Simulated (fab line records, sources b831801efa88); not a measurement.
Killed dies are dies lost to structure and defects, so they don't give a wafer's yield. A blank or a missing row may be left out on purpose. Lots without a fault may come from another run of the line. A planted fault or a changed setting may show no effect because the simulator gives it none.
Chamber matching | flow sky130 | SKY_VIA4_CMP_21 on cmp-01: 4 sister chambers
The step polishes, stops on SiO2, t overpolish 25 s, target thk 0 nm. 18 wafers are shown with their chamber, then 9 later ones without.

WAFERS WITH THEIR CHAMBER
wafer  | chamber | motor_current_A (A) | time_to_endpoint_s (s) | overpolish_run_s (s)
L583.3 | 2       | 9.9                 | 110                    | 24.993
L583.4 | 1       | 10.9                | 122                    | 25.009
L583.6 | 3       | 11.7                | 120                    | 24.998
L584.2 | 1       | 11.1                | 125                    | 24.996
L584.5 | 0       | 10.6                | 122                    | 25.014
L584.6 | 3       | 11.7                | 127                    | 24.994
L586.1 | 0       | 10.9                | 124                    | 24.987
L586.4 | 3       | 11.4                | 122                    | 24.990
L586.5 | 0       | 10.4                | 119                    | 24.987
L588.3 | 3       | 11.8                | 126                    | 24.984
L588.4 | 0       | 10.8                | 122                    | 24.983
L588.6 | 2       | 9.9                 | 121                    | 24.993
L593.2 | 3       | 12.3                | 118                    | 24.994
L593.3 | 0       | 10.9                | 118                    | 25.000
L593.5 | 1       | 10.8                | 119                    | 25.005
L594.4 | 2       | 10.4                | 110                    | 24.992
L594.5 | 1       | 11.7                | 123                    | 25.004
L594.6 | 0       | 11.0                | 114                    | 24.999

SIGNATURES (means of the wafers above)
reading            | chamber 0 | chamber 1 | chamber 2 | chamber 3 | scatter within a chamber
motor_current_A    | 10.767    | 11.125    | 10.067    | 11.780    | 0.309
time_to_endpoint_s | 119.83    | 122.25    | 113.67    | 122.60    | 4
overpolish_run_s   | 24.99500  | 25.00350  | 24.99267  | 24.99200  | 0.00791
Rule: a wafer's distance from a chamber is the root of the sum, over the readings, of the square of ((its reading less the chamber's mean) divided by the reading's scatter). The wafer belongs to the nearest chamber; if the next one is less than 2 further off, it can't be placed. The scatter: the root of (the sum of the squares of (reading less its chamber's mean) over the shown wafers, divided by (wafers less chambers)).

WAFERS WITHOUT THEIR CHAMBER
wafer  | motor_current_A (A) | time_to_endpoint_s (s) | overpolish_run_s (s)
L595.1 | 11.9                | 119                    | 25.006
L595.4 | 11.0                | 122                    | 24.997
L595.5 | 10.4                | 114                    | 24.999
L604.1 | 11.4                | 132                    | 24.981
L604.2 | 10.7                | 124                    | 24.992
L604.5 | 9.9                 | 122                    | 25.013
L603.1 | 10.0                | 116                    | 25.010
L603.2 | 11.2                | 119                    | 24.992
L603.4 | 10.5                | 126                    | 24.990

WHICH CHAMBER EACH WENT THROUGH
wafer  | from the rows above          | in truth
L595.1 | can't be placed: 3 or 1 or 0 | 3
L595.4 | can't be placed: 1 or 0 or 3 | 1
L595.5 | can't be placed: 2 or 0 or 1 | 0
L604.1 | can't be placed: 3 or 1 or 0 | 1
L604.2 | can't be placed: 0 or 1      | 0
L604.5 | can't be placed: 2 or 0 or 1 | 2
L603.1 | can't be placed: 2 or 0 or 1 | 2
L603.2 | can't be placed: 0 or 1 or 3 | 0
L603.4 | can't be placed: 0 or 1 or 2 | 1
Placed correctly: 0 of 9. Can't be placed from these rows: 9 (the true chamber is among the candidates in 9). Placed wrongly: 0.
